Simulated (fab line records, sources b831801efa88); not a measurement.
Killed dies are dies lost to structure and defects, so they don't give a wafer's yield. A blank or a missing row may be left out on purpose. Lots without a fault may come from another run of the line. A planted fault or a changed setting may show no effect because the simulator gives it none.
A struck lot beside a sound one | flow gf180mcu | 22 steps out of a route of 602
Sound: wafers L576.3, L576.5, L576.6. Struck: wafers L582.1, L582.3, L582.4. The cause comes at the end.
At each step with rows: each side's tool, then ch and its chambers, then its first start. Under that, the readings that differ: sound wafers | struck wafers | difference of the means | sigmas: that difference in standard deviations of wafers without a fault.
alike: readings whose means differ by less than 2 such deviations, and words and numbers that are the same on both sides. not compared: withheld readings, readings that some wafer has no value for, bounds like >300 that may hide the same value, and numbers for which the record gives no deviation and whose values overlap.
The two part at a step that has a row with sigmas, a row that says differs or no value, or rows on one side only. Numbers that don't overlap but have no deviation are shown without sigmas and don't part them. A reading that every wafer of one side lacks parts them only if that side has two wafers or more.

first, 3 steps without rows for these wafers: GF_LVPWELL_EXPOSE_04 (exposes mask LVPWELL, target cd 600 nm); GF_LVPWELL_PEB_05; GF_LVPWELL_DEVELOP_06 (develop time 60 s).
GF_LVPWELL_OVL_MEAS_07:
  sound on overlay-02, day 5 06:06; struck on overlay-02, day 6 04:55
  alike: LVPWELL_OVL
then, 2 steps without rows for these wafers: GF_LVPWELL_IMPLANT_08; GF_LVPWELL_IMPLANT_09.
GF_LVPWELL_STRIP_10: strips in O2/N2.
  sound on plasma_asher-02 ch 0,1, day 5 06:28; struck on plasma_asher-02 ch 0,1, day 6 05:14
  alike: drypump_motor_current_A, heater_power_w, o2_flow_sccm, oes_product_au, strip_time_to_endpoint_s
  not compared: rf_hours_counter_h
GF_LVPWELL_TW_MEAS_11:
  sound on film_metro-03, day 5 06:33; struck on film_metro-03, day 6 05:20
  alike: LVPWELL_TW
then, 4 steps without rows for these wafers: GF_MVSD_DEHYDRATE_00 (time 60 s); GF_MVSD_HMDS_01 (prime time 60 s); GF_MVSD_COAT_02 (resist thk 3000 nm); GF_MVSD_SOFTBAKE_03.
GF_MVSD_EXPOSE_04: exposes mask MVSD, target cd 1000 nm.
  sound on iline_stepper-02 ch 0, day 5 13:26; struck on iline_stepper-02 ch 0, day 6 13:07
  reading | sound                | struck                  | difference | sigmas
  mask    | MVSD#0 MVSD#0 MVSD#0 | Nwell#0 Nwell#0 Nwell#0 | differs    |
  alike: exposure_dose_mJ_cm2
then, 2 steps without rows for these wafers: GF_MVSD_PEB_05; GF_MVSD_DEVELOP_06 (develop time 60 s).
GF_MVSD_OVL_MEAS_07:
  sound on overlay-02, day 5 20:27; struck on overlay-02, day 6 20:28
  reading       | sound       | struck | difference                    | sigmas
  MVSD_OVL (nm) | 1.1 1.4 1.1 | - - -  | no value on the struck wafers |
then, 2 steps without rows for these wafers: GF_MVSD_IMPLANT_08; GF_MVSD_IMPLANT_09.
GF_MVSD_STRIP_10: strips in O2/N2.
  sound on plasma_asher-04 ch 0,1, day 5 20:49; struck on plasma_asher-03 ch 0,1, day 6 20:47
  alike: drypump_motor_current_A, heater_power_w, o2_flow_sccm, oes_product_au, strip_time_to_endpoint_s
  not compared: rf_hours_counter_h
GF_MVSD_TW_MEAS_11:
  sound on film_metro-03, day 5 20:54; struck on film_metro-03, day 6 20:53
  reading | sound          | struck   | difference | sigmas
  MVSD_TW | 1602 1589 1601 | 30 30 30 | -1567      | -99 or more
then, 1 step without rows for these wafers: GF_MVPSD_DEHYDRATE_00 (time 60 s).
-- the record jumps here: 26 days lie between the struck wafers' starts before and after (it left off in module MVPSD and takes up again in module PASSIVATION, whose first step shown is number 602 of the route) --
GF_PASSIVATION_PROBE_99:
  the record has rows for the struck wafers here (prober-02, day 32 09:05) and none for the sound ones

WHERE THEY PART
First at GF_MVSD_EXPOSE_04; last, within this record, at GF_PASSIVATION_PROBE_99.

WHY: what the simulator had put in
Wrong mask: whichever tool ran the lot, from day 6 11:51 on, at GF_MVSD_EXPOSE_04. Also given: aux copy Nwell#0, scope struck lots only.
